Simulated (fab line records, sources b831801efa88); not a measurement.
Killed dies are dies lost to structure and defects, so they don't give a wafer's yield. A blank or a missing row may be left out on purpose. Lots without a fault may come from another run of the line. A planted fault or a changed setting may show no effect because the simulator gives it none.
A struck lot beside a sound one | flow sky130 | 31 steps out of a route of 708
Sound: wafers L488.1, L488.2, L488.5. Struck: wafers L479.2, L479.6. (L479.3 of the same lot was not struck and is left out.) The cause comes at the end.
At each step with rows: each side's tool, then ch and its chambers, then its first start. Under that, the readings that differ: sound wafers | struck wafers | difference of the means | sigmas: that difference in standard deviations of wafers without a fault.
alike: readings whose means differ by less than 2 such deviations, and words and numbers that are the same on both sides. not compared: withheld readings, readings that some wafer has no value for, bounds like >300 that may hide the same value, and numbers for which the record gives no deviation and whose values overlap.
The two part at a step that has a row with sigmas, a row that says differs or no value, or rows on one side only. Numbers that don't overlap but have no deviation are shown without sigmas and don't part them. A reading that every wafer of one side lacks parts them only if that side has two wafers or more.

first, 9 steps without rows for these wafers: SKY_SD_N_DEHYDRATE_00 (time 60 s); SKY_SD_N_HMDS_01 (prime time 60 s); SKY_SD_N_COAT_02 (resist thk 1140 nm); SKY_SD_N_SOFTBAKE_03 (time 60 s); SKY_SD_N_EXPOSE_04 (exposes mask NSDM, target cd 380 nm); SKY_SD_N_PEB_05; SKY_SD_N_DEVELOP_06 (develop time 60 s); SKY_SD_N_IMPLANT_09; SKY_SD_N_IMPLANT_10.
SKY_SD_N_STRIP_11: strips in O2/N2.
  sound on plasma_asher-03 ch 0,1, day 32 21:25; struck on plasma_asher-03 ch 0, day 29 11:41
  alike: drypump_motor_current_A, oes_product_au, strip_time_to_endpoint_s
  not compared: rf_hours_counter_h
then, 20 steps without rows for these wafers: SKY_SD_N_CLEAN_13 (cleans in SC1/SC2, time 150 s); SKY_SD_N_RTA_14 (time 2 s); SKY_SALICIDE_CLEAN_00 (cleans in HF-last, time 30 s); SKY_LI_CONTACT_HDPCVD_00 (deposits PSG, target thk 930 nm, time 150 s); SKY_LI_CONTACT_CMP_02 (polishes PSG); SKY_LI_CONTACT_DEHYDRATE_04 (time 60 s); SKY_LI_CONTACT_HMDS_05 (prime time 60 s); SKY_LI_CONTACT_COAT_06 (resist thk 60 nm); SKY_LI_CONTACT_COAT_07 (resist thk 450 nm); SKY_LI_CONTACT_SOFTBAKE_08 (time 90 s); SKY_LI_CONTACT_EXPOSE_09 (exposes mask LICM1, target cd 170 nm); SKY_LI_CONTACT_PEB_10; SKY_LI_CONTACT_DEVELOP_11 (develop time 60 s); SKY_LI_CONTACT_ETCH_14 (etches BARC in N2/H2, stops on SiO2, time 45.9 s, target depth 60 nm); SKY_LI_CONTACT_ETCH_15 (etches PSG in C4F8/O2/Ar, stops on Si, target depth 600 nm); SKY_LI_CONTACT_STRIP_16 (strips in O2/N2); SKY_LI_CONTACT_CLEAN_17 (cleans in NMP, time 600 s); SKY_LI_CONTACT_PRE_CLEAN_18 (time 5.6 s); SKY_LI_CONTACT_SPUTTER_19 (material Ti, target thk 20 nm, time 106.37 s); SKY_LI_CONTACT_SPUTTER_20 (material TiN, target thk 20 nm, time 80 s).
-- the record jumps here: 18 days lie between the struck wafers' starts before and after (it left off in module LI_CONTACT and takes up again in module PAD_OPEN, whose first step shown is number 708 of the route) --
SKY_PAD_OPEN_PROBE_99:
  the record has rows for the struck wafers here (prober-01, day 47 04:42) and none for the sound ones

WHERE THEY PART
Only at SKY_PAD_OPEN_PROBE_99, within this record.

WHY: what the simulator had put in
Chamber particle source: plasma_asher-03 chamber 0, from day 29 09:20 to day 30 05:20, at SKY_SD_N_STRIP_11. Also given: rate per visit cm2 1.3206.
